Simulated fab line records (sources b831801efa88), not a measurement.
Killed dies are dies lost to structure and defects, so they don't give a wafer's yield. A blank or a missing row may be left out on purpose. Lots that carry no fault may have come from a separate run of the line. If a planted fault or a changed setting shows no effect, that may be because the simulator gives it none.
The tool behind it: which one? / flow sky130 / 7 lots, 21 wafers sampled, at 2 steps of a route of 708

WHAT THE GAUGES SHOWED, per wafer
SKY_LDD_LDN_OVL_MEAS_07.
lot=L823; measured=day 23 20:26; on=overlay-02; LDD_LDN_OVL (nm)=-1.8 -1.7 -2.5
lot=L824; measured=day 24 02:56; on=overlay-02; LDD_LDN_OVL (nm)=-1.9 -2.4 -0.3
lot=L826; measured=day 25 04:32; on=overlay-02; LDD_LDN_OVL (nm)=-2.4 -1.5 0.9
lot=L833; measured=day 27 20:01; on=overlay-02; LDD_LDN_OVL (nm)=-2.2 -0.4 -3.0
lot=L835; measured=day 28 02:43; on=overlay-02; LDD_LDN_OVL (nm)=191.8 191.0 191.5
lot=L837; measured=day 28 15:49; on=overlay-01; LDD_LDN_OVL (nm)=-2.9 -4.2 -2.8
lot=L842; measured=day 30 10:53; on=overlay-02; LDD_LDN_OVL (nm)=-4.0 -2.5 -1.7

TOOL THAT RAN EACH LOT (tool first, then ch and the chambers of the sampled wafers, then the start)
lot=L823; SKY_LDD_LDN_EXPOSE_04=iline_stepper-01 ch 0, day 23 05:34
lot=L824; SKY_LDD_LDN_EXPOSE_04=iline_stepper-02 ch 0, day 23 11:57
lot=L826; SKY_LDD_LDN_EXPOSE_04=iline_stepper-02 ch 0, day 24 14:58
lot=L833; SKY_LDD_LDN_EXPOSE_04=iline_stepper-02 ch 0, day 27 05:50
lot=L835; SKY_LDD_LDN_EXPOSE_04=iline_stepper-01 ch 0, day 27 13:04
lot=L837; SKY_LDD_LDN_EXPOSE_04=iline_stepper-02 ch 0, day 28 01:58
lot=L842; SKY_LDD_LDN_EXPOSE_04=iline_stepper-02 ch 0, day 29 21:29
- SKY_LDD_LDN_EXPOSE_04: exposes mask LDNTM, target cd 700 nm.

THE ANSWER, worked out from the rows above alone
Rule: usual is defined by the lots themselves. The widest of any qualifying gaps counts: lots, ordered by their means at a reading, are off when they make up no more than a third of the lots, leave a main group of 4 or more, and stand apart from it by 3 or more times the standard deviation of that group's means. A main group is skipped when, at the precision printed for the reading in the tables above, its means are all equal. A lot without any number at a reading at which 4 lots or more have one is off too. Where the step has rows for the other lots, those lots are counted as sound.
Off: L835, at SKY_LDD_LDN_OVL_MEAS_07 (LDD_LDN_OVL). For the main group the mean is -2.1 nm and the standard deviation 0.76.
A tool fits if, at a process step before that reading, it ran every lot that is off, and no sound lot after the first of them. Gauges at SKY_LDD_LDN_OVL_MEAS_07: tried the same way as those tools. One fits: SKY_LDD_LDN_EXPOSE_04 on iline_stepper-01. A fault onset in the window from L823 (day 23 05:34, its last sound lot) to L835 (day 27 13:04, its first lot off) fits.

WHAT THE SIMULATOR HAD PUT IN
Scanner matching overlay: iline_stepper-01, from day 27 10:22 on, at SKY_LDD_LDN_EXPOSE_04. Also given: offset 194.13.
Lots struck among those shown: L835. Same finding as the rule above.
